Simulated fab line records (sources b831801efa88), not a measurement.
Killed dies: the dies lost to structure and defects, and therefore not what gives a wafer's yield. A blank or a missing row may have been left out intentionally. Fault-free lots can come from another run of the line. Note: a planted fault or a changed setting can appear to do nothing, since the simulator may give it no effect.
fab line records	flow sky130
record: lots: 6	wafers: 18	last-day: 49
route steps=708 shown PWDE@52 NWELL@56 PAD_OPEN@708
lots untouched by any fault: they come from a run of this same line in which no faults occurred
start-h: hours from the record's first day to the start of the lot's first wafer shown	wait-h: hours since the lot's step before	" identical to the entry in the row above	L1.1+2: several wafers, shown together as one row	- no value, or no start was given	* or withheld: withheld	< > ~ a bound
route shown NAME@n: a module of which the file shows steps, and the number in the route of the first	usual: mean/standard deviation taken from wafers without a fault	same: alike in all rows	chamber/n: place in a boat	sites: each site's reading	_std_site: standard deviation across them	_edge_site: outer sites' mean less inner sites'	radius-mm: how far each site lies from the wafer's centre	mask NAME#n: copy n	behind: the most recent tool/chamber to have shaped the wafer	hold: what put the lot on hold/how long, in hours/how the hold closed	device: whichever transistor did not switch (one of n, p or np)	end of line: the same wafers' tests at the end of the route	a step without rows: its recipe alone	killed: at the first sort, the dies lost to defects and structure; wafer yield is something else	map: a wafer's dies, x killed, . not, _ none there
set.NAME: the setting that was run; set.NAME@STEP: the one run at that earlier step	model.NAME: the simulator's own value behind a step, which no gauge read
lots at some steps of the route; a table a step, a row a wafer
services: a tool's chamber out of use, with start hour (start-h, from the record's first day; less than 0 if before it), hours out, and reason
== steps ==
step: SKY_PWDE_OVL_MEAS_07
usual: PWDE_OVL: -1.4/1.5
lot.wafer	tool	chamber	start-h	wait-h	PWDE_OVL[nm]
L751.1	overlay-02	-	88.82	-	-2.5
L751.5	"	-	"	"	-3.0
L751.6	"	-	"	"	-2.2
L757.2	overlay-01	-	118.13	-	-3.3
L757.4	"	-	"	"	-3.3
L757.5	"	-	"	"	-3.2
L760.1	overlay-01	-	139.12	-	-0.1
L760.2	"	-	"	"	-0.3
L760.4	"	-	"	"	-0.3
L762.2	overlay-02	-	152.52	-	-4.2
L762.5	"	-	"	"	-2.2
L762.6	"	-	"	"	-1.3
L763.1	overlay-01	-	156.41	-	-0.2
L763.5	"	-	"	"	-0.6
L763.6	"	-	"	"	-0.9
L766.2	overlay-01	-	168.71	-	-4.4
L766.4	"	-	"	"	-3.4
L766.6	"	-	"	"	-3.0
step: SKY_PWDE_IMPLANT_08
recipe: species: B	energy-kev: 150	dose-cm2: 3.6e+12	tilt-deg: withheld
step: SKY_PWDE_STRIP_09
recipe: chemistry: O2/N2	power-w: 1400	pressure-mtorr: 1500	platen-temp-c: withheld	o2-flow-sccm: 3000	n2-flow-sccm: 300	overash-fraction: 0.5
usual: drypump-motor-current-A: 5.8/0.57	oes-product-au: 0.723/0.0044	strip-time-to-endpoint-s: 36.89/0.11
lot.wafer	tool	chamber	start-h	wait-h	drypump-motor-current-A	oes-product-au	rf-hours-counter-h	strip-time-to-endpoint-s
L751.1	plasma-asher-03	0	89.01	0.1	6.1	0.732	28	36.83
L751.5	"	0	"	"	6.1	0.725	-	36.74
L751.6	"	1	"	"	6.3	0.716	-	36.80
L757.2	plasma-asher-01	1	118.31	0.1	5.7	0.722	45	36.71
L757.4	"	1	"	"	5.7	0.718	-	36.83
L757.5	"	1	"	"	5.7	0.714	-	36.73
L760.1	plasma-asher-03	0	139.31	0.1	6.1	0.726	34	36.79
L760.2	"	1	"	"	6.3	0.721	34	36.81
L760.4	"	0	"	"	6.1	0.714	-	36.78
L762.2	plasma-asher-01	0	152.70	0.1	5.9	0.730	48	36.81
L762.5	"	1	"	"	5.7	0.718	-	36.88
L762.6	"	0	"	"	5.9	0.726	-	36.83
L763.1	plasma-asher-01	0	156.60	0.1	5.9	0.725	49	36.85
L763.5	"	1	"	"	5.7	0.717	-	36.88
L763.6	"	0	"	"	5.9	0.724	-	36.90
L766.2	plasma-asher-01	0	168.89	0.1	5.9	0.725	50	37.18
L766.4	"	0	"	"	5.9	0.726	-	37.17
L766.6	"	1	"	"	5.7	0.719	-	37.08
step: SKY_PWDE_TW_MEAS_10
usual: PWDE_TW: 376/3.3
lot.wafer	tool	chamber	start-h	wait-h	PWDE_TW
L751.1	film-metro-04	-	89.11	0.1	372
L751.5	"	-	"	"	374
L751.6	"	-	"	"	371
L757.2	film-metro-04	-	118.42	0.1	374
L757.4	"	-	"	"	374
L757.5	"	-	"	"	375
L760.1	film-metro-04	-	139.41	0.1	371
L760.2	"	-	"	"	374
L760.4	"	-	"	"	372
L762.2	film-metro-02	-	152.81	0.1	384
L762.5	"	-	"	"	382
L762.6	"	-	"	"	383
L763.1	film-metro-04	-	156.70	0.1	374
L763.5	"	-	"	"	372
L763.6	"	-	"	"	372
L766.2	film-metro-02	-	169.00	0.1	378
L766.4	"	-	"	"	379
L766.6	"	-	"	"	380
step: SKY_NWELL_DEHYDRATE_03
recipe: temp-c: 200	time-s: 60
step: SKY_NWELL_HMDS_04
recipe: prime-time-s: 60	prime-temp-c: 120
step: SKY_NWELL_COAT_05
recipe: spin-rpm: 2000	resist-thk-nm: 3000
step: SKY_NWELL_SOFTBAKE_06
recipe: temp-c: 110	time-s: withheld
step: SKY_NWELL_EXPOSE_07
recipe: mask-id: NWM	na: 0.6	source-shape: conventional	sigma-outer: 0.6	polarization: unpolarized	target-cd-nm: 840	dose-mj: 255
step: SKY_NWELL_PEB_08
recipe: temp-c: 115	time-s: withheld
step: SKY_NWELL_DEVELOP_09
recipe: wall-angle-deg: 90	developer: TMAH	develop-time-s: 60	dev-temp-c: 23
step: SKY_NWELL_OVL_MEAS_10
usual: NWELL_00_OVL: 0.3/1.2
lot.wafer	tool	chamber	start-h	wait-h	NWELL_00_OVL[nm]
L751.1	overlay-02	-	106.36	-	-0.9
L751.5	"	-	"	"	0.6
L751.6	"	-	"	"	0.6
L757.2	overlay-02	-	136.50	-	-0.5
L757.4	"	-	"	"	1.2
L757.5	"	-	"	"	-1.0
L760.1	overlay-01	-	158.41	-	-1.2
L760.2	"	-	"	"	1.2
L760.4	"	-	"	"	1.1
L762.2	overlay-01	-	172.70	-	1.5
L762.5	"	-	"	"	-0.3
L762.6	"	-	"	"	0.8
L763.1	overlay-01	-	177.34	-	1.5
L763.5	"	-	"	"	1.2
L763.6	"	-	"	"	0.5
L766.2	overlay-02	-	189.88	-	2.2
L766.4	"	-	"	"	-0.8
L766.6	"	-	"	"	-0.1
step: SKY_NWELL_IMPLANT_11
recipe: species: P	energy-kev: 400	dose-cm2: 1.9e+13	tilt-deg: withheld
usual: beam-energy-keV: 399.96/0.13
lot.wafer	tool	chamber	start-h	wait-h	beam-energy-keV	model.implant.rp-nm	model.implant.drp-nm
L751.1	implanter-04	0	106.39	0.0	399.97	509.2	116.9
L751.5	"	0	"	"	399.77	509.2	116.9
L751.6	"	0	"	"	400.03	509.2	116.9
L757.2	implanter-02	0	136.55	0.0	400.18	507.6	116.9
L757.4	"	0	"	"	400.19	507.6	116.9
L757.5	"	0	"	"	400.11	507.6	116.9
L760.1	implanter-02	0	158.44	0.0	399.95	501.6	116.9
L760.2	"	0	"	"	399.97	501.6	116.9
L760.4	"	0	"	"	400.03	501.6	116.9
L762.2	implanter-04	0	172.75	0.0	358.51	456	110.1
L762.5	"	0	"	"	358.62	456	110.1
L762.6	"	0	"	"	358.52	456	110.1
L763.1	implanter-04	0	177.38	0.0	358.48	453.2	110.1
L763.5	"	0	"	"	358.51	453.2	110.1
L763.6	"	0	"	"	358.62	453.2	110.1
L766.2	implanter-02	0	189.93	0.0	399.96	492.1	116.9
L766.4	"	0	"	"	399.89	492.1	116.9
L766.6	"	0	"	"	399.94	492.1	116.9
step: SKY_NWELL_IMPLANT_12
recipe: species: P	energy-kev: 120	dose-cm2: 1.3e+12	tilt-deg: withheld
step: SKY_NWELL_IMPLANT_13
recipe: species: P	energy-kev: 50	dose-cm2: 7e+11	tilt-deg: withheld
step: SKY_NWELL_STRIP_14
recipe: chemistry: O2/N2	power-w: 1400	pressure-mtorr: 1500	platen-temp-c: withheld	o2-flow-sccm: 3000	n2-flow-sccm: 300	overash-fraction: 0.5
usual: drypump-motor-current-A: 6.0/0.62	oes-product-au: 0.722/0.0044	strip-time-to-endpoint-s: 36.89/0.089
lot.wafer	tool	chamber	start-h	wait-h	drypump-motor-current-A	oes-product-au	rf-hours-counter-h	strip-time-to-endpoint-s
L751.1	plasma-asher-02	0	106.84	0.1	6.6	0.723	43	36.89
L751.5	"	0	"	"	6.6	0.716	-	36.90
L751.6	"	1	"	"	4.9	0.722	-	36.89
L757.2	plasma-asher-04	0	136.98	0.1	6.4	0.724	42	36.95
L757.4	"	1	"	"	6.4	0.719	-	36.91
L757.5	"	0	"	"	6.5	0.718	-	36.85
L760.1	plasma-asher-03	1	158.89	0.1	6.3	0.717	36	36.90
L760.2	"	0	"	"	6.1	0.722	36	36.95
L760.4	"	0	"	"	6.0	0.720	-	36.95
L762.2	plasma-asher-02	1	173.18	0.1	4.9	0.718	5	36.98
L762.5	"	1	"	"	4.9	0.722	-	36.95
L762.6	"	0	"	"	6.5	0.732	-	36.87
L763.1	plasma-asher-02	0	177.83	0.1	6.5	0.719	5	36.96
L763.5	"	1	"	"	4.9	0.719	-	36.69
L763.6	"	0	"	"	6.5	0.717	-	36.68
L766.2	plasma-asher-02	1	190.36	0.1	4.9	0.720	6	37.10
L766.4	"	1	"	"	4.9	0.718	-	37.13
L766.6	"	1	"	"	4.9	0.726	-	37.11
step: SKY_NWELL_TW_MEAS_15
usual: NWELL_TW: 1826/14
lot.wafer	tool	chamber	start-h	wait-h	NWELL_TW
L751.1	film-metro-04	-	106.94	0.1	1808
L751.5	"	-	"	"	1820
L751.6	"	-	"	"	1810
L757.2	film-metro-04	-	137.10	0.1	1815
L757.4	"	-	"	"	1810
L757.5	"	-	"	"	1818
L760.1	film-metro-04	-	158.99	0.1	1826
L760.2	"	-	"	"	1816
L760.4	"	-	"	"	1817
L762.2	film-metro-03	-	173.29	0.1	1802
L762.5	"	-	"	"	1794
L762.6	"	-	"	"	1795
L763.1	film-metro-04	-	177.93	0.1	1797
L763.5	"	-	"	"	1795
L763.6	"	-	"	"	1783
L766.2	film-metro-03	-	190.47	0.1	1823
L766.4	"	-	"	"	1827
L766.6	"	-	"	"	1812
step: SKY_NWELL_DEHYDRATE_16
recipe: temp-c: 200	time-s: 60
step: SKY_NWELL_HMDS_17
recipe: prime-time-s: 60	prime-temp-c: 120
step: SKY_NWELL_COAT_18
recipe: spin-rpm: 2000	resist-thk-nm: 3000
step: SKY_NWELL_SOFTBAKE_19
recipe: temp-c: 110	time-s: withheld
step: SKY_NWELL_EXPOSE_20
recipe: mask-id: NWM_COMPLEMENT	na: 0.6	source-shape: conventional	sigma-outer: 0.6	polarization: unpolarized	target-cd-nm: 840	dose-mj: 260
step: SKY_NWELL_PEB_21
recipe: temp-c: 115	time-s: withheld
step: SKY_NWELL_DEVELOP_22
recipe: wall-angle-deg: 90	developer: TMAH	develop-time-s: 60	dev-temp-c: 23
step: SKY_NWELL_OVL_MEAS_23
usual: NWELL_01_OVL: -1.4/1.2
lot.wafer	tool	chamber	start-h	wait-h	NWELL_01_OVL[nm]
L751.1	overlay-02	-	123.97	-	-2.4
L751.5	"	-	"	"	-1.1
L751.6	"	-	"	"	-2.4
L757.2	overlay-02	-	155.88	-	-1.2
L757.4	"	-	"	"	-2.1
L757.5	"	-	"	"	-3.4
L760.1	overlay-02	-	179.77	-	-0.3
L760.2	"	-	"	"	-1.9
L760.4	"	-	"	"	-2.5
L762.2	overlay-02	-	194.36	-	-1.4
L762.5	"	-	"	"	-1.3
L762.6	"	-	"	"	-1.4
L763.1	overlay-01	-	198.49	-	-1.6
L763.5	"	-	"	"	0.3
L763.6	"	-	"	"	-1.5
L766.2	overlay-02	-	211.95	-	-1.2
L766.4	"	-	"	"	0.0
L766.6	"	-	"	"	1.3
step: SKY_NWELL_IMPLANT_24
recipe: species: B	energy-kev: 140	dose-cm2: 9.2e+12	tilt-deg: withheld
step: SKY_NWELL_STRIP_25
recipe: chemistry: O2/N2	power-w: 1400	pressure-mtorr: 1500	platen-temp-c: withheld	o2-flow-sccm: 3000	n2-flow-sccm: 300	overash-fraction: 0.5
usual: drypump-motor-current-A: 6.1/0.58	oes-product-au: 0.722/0.0046	strip-time-to-endpoint-s: 36.91/0.12
lot.wafer	tool	chamber	start-h	wait-h	drypump-motor-current-A	oes-product-au	rf-hours-counter-h	strip-time-to-endpoint-s
L751.1	plasma-asher-02	0	124.16	0.1	6.6	0.720	0	36.83
L751.5	"	0	"	"	6.5	0.724	-	36.78
L751.6	"	1	"	"	4.9	0.724	-	36.77
L757.2	plasma-asher-02	1	156.06	0.1	4.9	0.720	3	36.84
L757.4	"	0	"	"	6.5	0.711	-	36.86
L757.5	"	1	"	"	4.9	0.731	-	36.69
L760.1	plasma-asher-04	1	179.96	0.1	6.4	0.713	46	36.75
L760.2	"	0	"	"	6.5	0.723	46	36.78
L760.4	"	1	"	"	6.4	0.721	-	36.78
L762.2	plasma-asher-03	0	194.54	0.1	6.1	0.733	40	36.96
L762.5	"	1	"	"	6.3	0.724	-	37.00
L762.6	"	0	"	"	6.1	0.721	-	36.86
L763.1	plasma-asher-02	1	198.68	0.1	4.9	0.724	7	37.09
L763.5	"	1	"	"	4.9	0.722	-	37.14
L763.6	"	0	"	"	6.6	0.720	-	37.11
L766.2	plasma-asher-04	0	212.13	0.1	6.4	0.726	49	36.87
L766.4	"	0	"	"	6.4	0.727	-	36.86
L766.6	"	0	"	"	6.4	0.722	-	37.02
step: SKY_NWELL_TW_MEAS_26
usual: NWELL_2_TW: 499/4.8
lot.wafer	tool	chamber	start-h	wait-h	NWELL_2_TW
L751.1	film-metro-02	-	124.26	0.1	505
L751.5	"	-	"	"	502
L751.6	"	-	"	"	503
L757.2	film-metro-04	-	156.17	0.1	495
L757.4	"	-	"	"	497
L757.5	"	-	"	"	497
L760.1	film-metro-03	-	180.06	0.1	495
L760.2	"	-	"	"	495
L760.4	"	-	"	"	497
L762.2	film-metro-02	-	194.65	0.1	502
L762.5	"	-	"	"	505
L762.6	"	-	"	"	502
L763.1	film-metro-04	-	198.78	0.1	499
L763.5	"	-	"	"	495
L763.6	"	-	"	"	498
L766.2	film-metro-04	-	212.24	0.1	495
L766.4	"	-	"	"	498
L766.6	"	-	"	"	497
step: SKY_NWELL_CLEAN_27
recipe: chemistry: SC1/SC2	mix: 1:4:20	temp-c: 70	time-s: 150	dry: n2-spin
step: SKY_NWELL_RTA_28
recipe: temp-c: 1050	time-s: 30	idle-temp-c: 650	ramp-up-c-per-s: 150	ramp-down-c-per-s: 90	ambient: N2
usual: lamp-power-pct: 25.30/0.053	ramp-up-c-per-s: 150.00/0.03	wafer_temp_C_max: 1054.9/0.96
lot.wafer	tool	chamber	start-h	wait-h	lamp-power-pct	ramp-up-c-per-s	wafer_temp_C_max
L751.1	rtp-anneal-01	0	124.37	0.0	25.18	150.00	1054.2
L751.5	"	0	"	"	25.27	150.04	1053.8
L751.6	"	0	"	"	25.36	149.99	1055.0
L757.2	rtp-anneal-02	0	156.29	0.0	25.33	149.94	1054.6
L757.4	"	0	"	"	25.32	150.00	1056.3
L757.5	"	0	"	"	25.44	150.01	1054.2
L760.1	rtp-anneal-01	0	180.17	0.0	25.31	149.99	1052.8
L760.2	"	0	"	"	25.18	150.04	1053.4
L760.4	"	0	"	"	25.28	150.04	1056.2
L762.2	rtp-anneal-01	0	194.77	0.0	25.23	149.99	1056.2
L762.5	"	0	"	"	25.31	150.03	1053.2
L762.6	"	0	"	"	25.26	150.00	1053.8
L763.1	rtp-anneal-02	0	198.89	0.0	25.29	149.96	1054.8
L763.5	"	0	"	"	25.33	149.99	1055.5
L763.6	"	0	"	"	25.30	150.02	1053.6
L766.2	rtp-anneal-01	0	212.37	0.0	25.30	150.04	1054.1
L766.4	"	0	"	"	25.38	149.97	1055.4
L766.6	"	0	"	"	25.28	149.97	1053.3
step: SKY_NWELL_RS_MEAS_29
recipe: thk-meas-gauge: four-point-probe
usual: NWELL_RS: 624.6/1.5
lot.wafer	tool	chamber	start-h	wait-h	NWELL_RS[ohm/sq]
L751.1	film-metro-04	-	124.47	0.1	627.2
L751.5	"	-	"	"	626.1
L751.6	"	-	"	"	627.7
L757.2	film-metro-02	-	156.39	0.1	622.9
L757.4	"	-	"	"	623.3
L757.5	"	-	"	"	624.3
L760.1	film-metro-02	-	180.27	0.1	624.8
L760.2	"	-	"	"	625.2
L760.4	"	-	"	"	624.6
L762.2	film-metro-03	-	194.87	0.1	642.6
L762.5	"	-	"	"	644.6
L762.6	"	-	"	"	641.4
L763.1	film-metro-02	-	198.99	0.1	638.1
L763.5	"	-	"	"	640.7
L763.6	"	-	"	"	640.1
L766.2	film-metro-03	-	212.47	0.1	625.5
L766.4	"	-	"	"	626.1
L766.6	"	-	"	"	626.4
step: SKY_PAD_OPEN_PROBE_99
usual: killed_at_M0_to_M3: 43/7.6	killed_at_M4_up: 2.9/1.7	killed-at-contacts: 24/5.5	killed-at-front-end: 15/4.2	killed-at-other: 0.3/0.52	killed-dies: 86/9.4	killed-open: 47/7	killed-short: 39/6.4
same: gross-dies: 492	killed-at-back-side: 0
lot.wafer	tool	chamber	start-h	wait-h	killed_at_M0_to_M3	killed_at_M4_up	killed-at-contacts	killed-at-front-end	killed-at-other	killed-dies	killed-open	killed-short	model.etest.pfet_16v.r-on-ohm-um	model.etest.nfet_16v.r-on-ohm-um	model.etest.res-nwell.line-ohm-um	model.etest.res-nwell.rs-ohm-sq	model.etest.pfet-g5v0d10v5.r-on-ohm-um	model.etest.tip_p_5v.rs-ohm-sq	model.etest.res-nwell.width-nm	model.etest.pfet-g5v0d10v5.drive-ua-um
L751.1	prober-02	-	1097.95	0.1	46	4	23	18	0	91	54	37	1.494e+04	1.435e+04	1090	908.5	4765	2843	827.3	339.6
L751.5	prober-02	-	1098.15	0.2	37	3	26	13	0	79	42	37	1.513e+04	1.444e+04	1094	916.6	4812	2844	832.4	336.2
L751.6	prober-02	-	1098.20	0.2	45	3	25	11	0	84	42	42	1.528e+04	1.437e+04	1107	922.2	4799	2831	833.5	341.8
L757.2	prober-01	-	1130.69	0.1	50	2	19	10	0	81	40	41	1.522e+04	1.435e+04	1076	915.2	4764	2847	848.4	337.9
L757.4	prober-01	-	1130.79	0.2	43	7	25	18	1	94	41	52	1.538e+04	1.424e+04	1086	932.5	4688	2844	848.3	346.4
L757.5	prober-01	-	1130.84	0.2	30	4	37	16	0	87	51	36	1.526e+04	1.425e+04	1084	926.7	4710	2834	850.8	344.9
L760.1	prober-02	-	1151.93	0.1	31	6	19	15	0	71	31	36	1.517e+04	1.405e+04	1144	948.9	4692	2852	829.3	347
L760.2	prober-02	-	1151.98	0.1	32	3	25	19	0	79	43	35	1.497e+04	1.399e+04	1096	920.1	4798	2852	827	340.1
L760.4	prober-02	-	1152.08	0.2	38	2	29	14	0	83	46	35	1.462e+04	1.403e+04	1073	893.9	4762	2858	829.3	340.7
L762.2	prober-02	-	1163.70	0.1	33	2	20	13	0	68	43	25	1.533e+04	1.395e+04	1359	1087	4937	2929	806.1	323.9
L762.5	prober-02	-	1163.85	0.2	50	6	19	10	0	85	57	28	1.571e+04	1.397e+04	1437	1156	4875	2946	813.3	328.4
L762.6	prober-02	-	1163.90	0.2	43	5	26	15	0	89	55	34	1.568e+04	1.41e+04	1423	1157	4850	2952	813.9	332.4
L763.1	prober-01	-	1169.41	0.1	47	1	22	18	0	88	54	34	1.574e+04	1.375e+04	1376	1138	4901	2961	834.4	326
L763.5	prober-01	-	1169.61	0.2	46	3	17	15	1	82	47	35	1.554e+04	1.381e+04	1355	1142	4850	2967	835.8	328.3
L763.6	prober-01	-	1169.66	0.2	42	1	14	14	0	71	34	37	1.589e+04	1.386e+04	1389	1160	4851	2950	830	326.3
L766.2	prober-02	-	1179.83	0.1	42	2	22	12	0	78	45	33	1.497e+04	1.384e+04	1147	970.5	4676	2859	819.6	346.5
L766.4	prober-02	-	1179.93	0.2	36	2	27	17	0	82	47	35	1.522e+04	1.389e+04	1200	995.6	4645	2841	825.9	351.7
L766.6	prober-02	-	1180.03	0.2	37	1	32	12	0	82	49	33	1.539e+04	1.386e+04	1178	988.2	4708	2867	830	345.4
killed by level:class
L751.1 CONTACT:geometric-particle:open=11 VIA3:geometric-particle:open=10 VIA2:geometric-particle:open=8 POLY_GATE:geometric-particle:open=6 VIA1:geometric-particle:short=6 CONTACT:geometric-particle:short=5 VIA1:geometric-particle:open=5 VIA3:geometric-particle:short=5
L751.5 LI_CONTACT:geometric-particle:open=11 VIA1:geometric-particle:open=8 CONTACT:geometric-particle:open=6 METAL1:geometric-particle:short=6 VIA3:geometric-particle:open=5 LOCAL_INTERCONNECT:geometric-particle:short=4 METAL2:geometric-particle:short=4 VIA1:geometric-particle:short=4
L751.6 CONTACT:geometric-particle:open=12 VIA1:geometric-particle:open=10 METAL2:geometric-particle:short=7 VIA2:geometric-particle:short=7 POLY_GATE:geometric-particle:short=6 LI_CONTACT:geometric-particle:open=6 VIA1:geometric-particle:short=4 METAL2:geometric-particle:open=4
L757.2 METAL1:geometric-particle:short=11 VIA1:geometric-particle:open=11 VIA3:geometric-particle:open=9 LOCAL_INTERCONNECT:geometric-particle:short=7 CONTACT:geometric-particle:open=6 METAL2:geometric-particle:short=5 VIA2:geometric-particle:open=5 LI_CONTACT:geometric-particle:open=4
L757.4 VIA1:geometric-particle:open=9 METAL1:geometric-particle:short=8 CONTACT:geometric-particle:short=7 VIA2:geometric-particle:open=7 FIELD_ISO:geometric-particle:short=6 LOCAL_INTERCONNECT:geometric-particle:short=6 CONTACT:geometric-particle:open=6 METAL2:geometric-particle:short=6
L757.5 CONTACT:geometric-particle:open=22 POLY_GATE:geometric-particle:short=7 VIA2:geometric-particle:open=6 LI_CONTACT:geometric-particle:open=5 LOCAL_INTERCONNECT:geometric-particle:short=4 CONTACT:geometric-particle:short=4 METAL2:geometric-particle:short=4 VIA3:geometric-particle:open=4
L760.1 VIA1:geometric-particle:open=8 CONTACT:geometric-particle:open=7 CONTACT:geometric-particle:short=6 FIELD_ISO:geometric-particle:short=5 POLY_GATE:geometric-particle:short=5 VIA1:geometric-particle:short=4 VIA4:coat-microbubble-printed=4 FIELD_ISO:geometric-particle:open=3
L760.2 CONTACT:geometric-particle:open=10 LI_CONTACT:geometric-particle:open=7 POLY_GATE:geometric-particle:open=6 VIA3:geometric-particle:open=5 LI_CONTACT:geometric-particle:short=4 VIA1:geometric-particle:open=4 VIA3:geometric-particle:short=4 METAL2:geometric-particle:short=4
L760.4 CONTACT:geometric-particle:open=15 VIA1:geometric-particle:open=9 VIA3:geometric-particle:open=6 LI_CONTACT:geometric-particle:open=5 VIA1:geometric-particle:short=5 FIELD_ISO:geometric-particle:open=4 FIELD_ISO:geometric-particle:short=4 LOCAL_INTERCONNECT:geometric-particle:short=4
L762.2 LI_CONTACT:geometric-particle:open=8 VIA1:geometric-particle:open=8 CONTACT:geometric-particle:open=7 METAL1:geometric-particle:short=7 VIA3:geometric-particle:open=6 FIELD_ISO:geometric-particle:open=3 METAL2:geometric-particle:open=3 FIELD_ISO:geometric-particle:short=2
L762.5 VIA2:geometric-particle:open=11 VIA1:geometric-particle:open=11 VIA3:geometric-particle:open=10 CONTACT:geometric-particle:open=8 POLY_GATE:geometric-particle:open=7 METAL1:geometric-particle:open=4 VIA1:geometric-particle:short=4 LI_CONTACT:geometric-particle:open=3
L762.6 CONTACT:geometric-particle:open=11 VIA1:geometric-particle:open=10 LI_CONTACT:geometric-particle:open=9 VIA3:geometric-particle:open=6 METAL2:geometric-particle:short=6 VIA2:geometric-particle:open=6 POLY_GATE:geometric-particle:open=4 CONTACT:geometric-particle:short=4
L763.1 CONTACT:geometric-particle:open=9 VIA1:geometric-particle:open=9 VIA2:geometric-particle:open=8 METAL1:geometric-particle:short=8 VIA3:geometric-particle:open=7 LI_CONTACT:geometric-particle:open=6 FIELD_ISO:geometric-particle:open=5 FIELD_ISO:geometric-particle:short=5
L763.5 VIA1:geometric-particle:open=10 METAL1:geometric-particle:short=9 VIA2:geometric-particle:open=7 CONTACT:geometric-particle:open=6 VIA3:geometric-particle:open=6 METAL2:geometric-particle:short=5 FIELD_ISO:geometric-particle:open=4 LOCAL_INTERCONNECT:geometric-particle:short=4
L763.6 VIA2:geometric-particle:open=10 FIELD_ISO:geometric-particle:short=5 METAL1:geometric-particle:short=5 VIA1:geometric-particle:open=5 VIA2:geometric-particle:short=5 VIA3:geometric-particle:open=5 CONTACT:geometric-particle:open=4 METAL2:geometric-particle:short=4
L766.2 VIA1:geometric-particle:open=11 CONTACT:geometric-particle:open=11 VIA1:geometric-particle:short=7 VIA3:geometric-particle:open=7 FIELD_ISO:geometric-particle:short=6 LOCAL_INTERCONNECT:geometric-particle:short=5 VIA2:geometric-particle:open=5 LI_CONTACT:geometric-particle:open=4
L766.4 VIA1:geometric-particle:open=10 CONTACT:geometric-particle:open=9 VIA2:geometric-particle:open=7 FIELD_ISO:geometric-particle:short=6 CONTACT:geometric-particle:short=6 LI_CONTACT:geometric-particle:open=5 VIA3:geometric-particle:open=5 FIELD_ISO:geometric-particle:open=4
L766.6 CONTACT:geometric-particle:open=14 VIA1:geometric-particle:open=11 LI_CONTACT:geometric-particle:open=7 VIA3:geometric-particle:short=5 METAL1:geometric-particle:short=5 LOCAL_INTERCONNECT:geometric-particle:short=4 CONTACT:geometric-particle:short=4 VIA1:geometric-particle:short=4
== services ==
tool	chamber	start-h	hours	kind
implanter-02	-	76.67	2.6	repair
plasma-asher-04	-	93.58	14.6	pm
plasma-asher-01	-	95.47	3.2	repair
plasma-asher-02	-	108.75	9.0	pm
plasma-asher-02	0	108.75	9.0	vent-cycle
plasma-asher-02	1	108.75	9.0	vent-cycle
plasma-asher-02	0	117.75	-	clean
plasma-asher-02	1	117.75	-	clean
implanter-04	-	136.95	4.9	repair
plasma-asher-02	-	146.40	5.3	repair
implanter-02	-	147.09	3.7	repair
plasma-asher-04	-	202.63	2.8	pm
== key ==
first-sign: step: SKY_NWELL_IMPLANT_11	reading: beam-energy-keV	direction: down	sigmas: 99+	usual: *	struck: *
effect: step: SKY_NWELL_TW_MEAS_15	reading: NWELL_TW	direction: down	sigmas: 2.3	usual: 1826	struck: 1794
effect: step: SKY_NWELL_RS_MEAS_29	reading: NWELL_RS	direction: up	sigmas: 11	usual: 624.6	struck: 641.3
model-effect: step: SKY_NWELL_IMPLANT_11	value: implant.rp-nm	without: 501.6	struck: 454.6
model-effect: step: SKY_PAD_OPEN_PROBE_99	value: etest.pfet_16v.r-on-ohm-um	without: 1.513e+04	struck: 1.565e+04
met-at SKY_NWELL_IMPLANT_11
struck-wafers L762.2,L762.5,L762.6,L763.1,L763.5,L763.6
tester-left-out L762,L763
onset-between 106.39 172.75
fault: kind: process-parameter-drift	tool: implanter-04	chamber: -	onset-h: 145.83	steps: SKY_NWELL_IMPLANT_11	channel: energy-kev	offset: *	shape: step	end-h: 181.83	acts-in: *	stated: *
tester-left-out: of these lots the tester's yield and bins aren't shown, on N5 and GAA mostly nor the transistor test; their killed dies are dies lost to structure and defects alone, not to doping, threshold or leakage, so they don't give the yield
